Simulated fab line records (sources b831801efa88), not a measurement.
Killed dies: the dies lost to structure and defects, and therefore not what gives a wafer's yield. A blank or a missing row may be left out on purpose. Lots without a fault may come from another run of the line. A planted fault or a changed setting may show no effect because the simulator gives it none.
Comparing a struck lot with a sound one    flow sky130    32 steps out of a route of 708
Sound: the wafers L759.2, L759.3, L759.6. Struck: wafer L774.5. (L774.4, L774.6 of the same lot were not struck and are left out.) The cause comes at the end.
Each step with rows lists, per side, the tool, then ch with its chambers, then its first start. Under that, the readings that differ: sound wafers    struck wafers    difference of the means    sigmas: that difference in standard deviations of wafers without a fault.
alike: readings whose means differ by less than 2 such deviations, and words and numbers that are the same on both sides. not compared: withheld readings, readings that some wafer has no value for, bounds like >300 that may hide the same value, and numbers for which the record gives no deviation and whose values overlap.
A row with sigmas, a row that says differs or no value, or rows on one side alone: a step with any of these is where the two part. When numbers do not overlap yet have no deviation, they are printed without sigmas and do not part them. A reading that every wafer of one side lacks parts them only if that side has two wafers or more.

first, 4 steps without rows for these wafers: SKY_LOCAL_INTERCONNECT_SOFTBAKE_07 (time 90 s); SKY_LOCAL_INTERCONNECT_EXPOSE_08 (exposes mask LI1M, target cd 170 nm); SKY_LOCAL_INTERCONNECT_PEB_09; SKY_LOCAL_INTERCONNECT_DEVELOP_10 (develop time 60 s).
SKY_LOCAL_INTERCONNECT_CD_MEAS_11 targets a cd of 170 nm.
  sound: cd_sem-02 at day 32 19:12; struck: cd_sem-01 at day 37 06:53
  alike: cd_nm
SKY_LOCAL_INTERCONNECT_OVL_MEAS_12:
  sound: overlay-01 at day 32 19:19; struck: overlay-02 at day 37 06:58
  alike: LOCAL_INTERCONNECT_OVL
SKY_LOCAL_INTERCONNECT_ETCH_13: etches BARC in N2/H2, stops on SiO2, time 45.9 s, target depth 60 nm.
  sound on rie_metal-04 ch 0, day 32 19:20; struck on rie_metal-04 ch 0, day 37 07:01
  alike: drypump_motor_current_A, h2_flow_sccm, oes_product_au, throttle_valve_pct
  not compared: rf_hours_counter_h
SKY_LOCAL_INTERCONNECT_METAL_ETCH_14: etches TiN in Cl2/BCl3, stops on PSG, target depth 110 nm, time 31.4 s.
  sound on rie_metal-04 ch 0, day 32 19:24; struck on rie_metal-04 ch 0, day 37 07:04
  alike: drypump_motor_current_A, oes_product_au, throttle_valve_pct
  not compared: rf_hours_counter_h
SKY_LOCAL_INTERCONNECT_STRIP_15: strips in O2/N2.
  sound on plasma_asher-01 ch 0,1, day 32 19:27; struck on plasma_asher-01 ch 1, day 37 07:08
  alike: drypump_motor_current_A, oes_product_au, strip_time_to_endpoint_s
  not compared: rf_hours_counter_h
then, 3 steps without rows for these wafers: SKY_LOCAL_INTERCONNECT_STRIP_16 (strips in post etch residue remover, time 1200 s); SKY_LOCAL_INTERCONNECT_CLEAN_17 (cleans in IPA, time 180 s); SKY_LOCAL_INTERCONNECT_CLEAN_18 (cleans in O3/DIW).
SKY_CONTACT_CVD_00: deposits Si3N4, target thk 75 nm.
  sound on pecvd-01 ch 0,1, day 32 20:03; struck on pecvd-03 ch 0, day 37 07:43
reading                                    sound             struck  difference  sigmas
model.Si3N4_of_CONTACT_CVD_00.thk_nm (nm)  74.1 74.01 75.55  68.09   -6.46       
  alike: heater_power_w
SKY_CONTACT_THK_MEAS_01:
  sound: film_metro-01 at day 32 20:05; struck: film_metro-02 at day 37 07:46
reading                  sound           struck  difference  sigmas
CONTACT_CVD_00_THK (nm)  74.1 74.1 75.5  68.1    -6.5        -7
then, 1 step without rows for these wafers: SKY_CONTACT_HDPCVD_02 (deposits SiO2, target thk 565 nm, time 94.2 s).
SKY_CONTACT_THK_MEAS_03:
  sound: film_metro-02 at day 32 20:13; struck: film_metro-03 at day 37 07:54
reading                  sound        struck  difference  sigmas
CONTACT_HDPCVD_THK (nm)  561 570 567  577     +11         +2
SKY_CONTACT_CMP_04: polishes SiO2.
  sound on cmp-02 ch 0,1,3, day 32 20:19; struck on cmp-02 ch 1, day 37 08:02
  alike: motor_current_A
SKY_CONTACT_BOW_MEAS_05:
  sound: film_metro-02 at day 32 20:35; struck: film_metro-02 at day 37 08:17
  alike: CONTACT_BOW
then, 8 steps without rows for these wafers: SKY_CONTACT_DEHYDRATE_06 (time 60 s); SKY_CONTACT_HMDS_07 (prime time 60 s); SKY_CONTACT_COAT_08 (resist thk 60 nm); SKY_CONTACT_COAT_09 (resist thk 450 nm); SKY_CONTACT_SOFTBAKE_10 (time 90 s); SKY_CONTACT_EXPOSE_11 (exposes mask CTM1, target cd 170 nm); SKY_CONTACT_PEB_12; SKY_CONTACT_DEVELOP_13 (develop time 60 s).
SKY_CONTACT_CD_MEAS_14 targets a cd of 170 nm.
  sound: cd_sem-01 at day 33 23:47; struck: cd_sem-02 at day 38 09:43
  alike: cd_nm
SKY_CONTACT_OVL_MEAS_15:
  sound: overlay-02 at day 33 23:53; struck: overlay-02 at day 38 09:48
reading           sound      struck  difference  sigmas
CONTACT_OVL (nm)  -3 -3 -11  7       +13         +3
then, 2 steps without rows for these wafers: SKY_CONTACT_ETCH_16 (etches BARC in N2/H2, stops on SiO2, time 45.9 s, target depth 60 nm); SKY_CONTACT_ETCH_17 (etches SiO2 in C4F8/O2/Ar, stops on Si3N4, target depth 340 nm).
SKY_CONTACT_ETCH_18: etches Si3N4 in CHF3/O2, stops on TiN, time 39 s, target depth 75 nm.
  sound: rie_diel-02 ch 0,2,3; struck: rie_diel-03 ch 3
reading                   sound              struck  difference  sigmas
oes_product_au (a.u.)     0.844 0.845 0.850  0.818   -0.028      -4
model.etch.depth_nm (nm)  74.1 74.01 75.55   68.09   -6.46       
  alike: drypump_motor_current_A, throttle_valve_pct
  not compared: rf_hours_counter_h
SKY_CONTACT_STRIP_19: strips in O2/N2.
  sound on plasma_asher-03 ch 0,1, day 34 00:03; struck on plasma_asher-03 ch 1, day 38 09:59
  alike: drypump_motor_current_A, oes_product_au, strip_time_to_endpoint_s
  not compared: rf_hours_counter_h

== WHERE THEY PART ==
Earliest at SKY_CONTACT_THK_MEAS_01; latest, in this record, at SKY_CONTACT_ETCH_18. Later steps at which nothing parts them and some readings are alike: SKY_CONTACT_STRIP_19.

WHY: the cause the simulator had injected
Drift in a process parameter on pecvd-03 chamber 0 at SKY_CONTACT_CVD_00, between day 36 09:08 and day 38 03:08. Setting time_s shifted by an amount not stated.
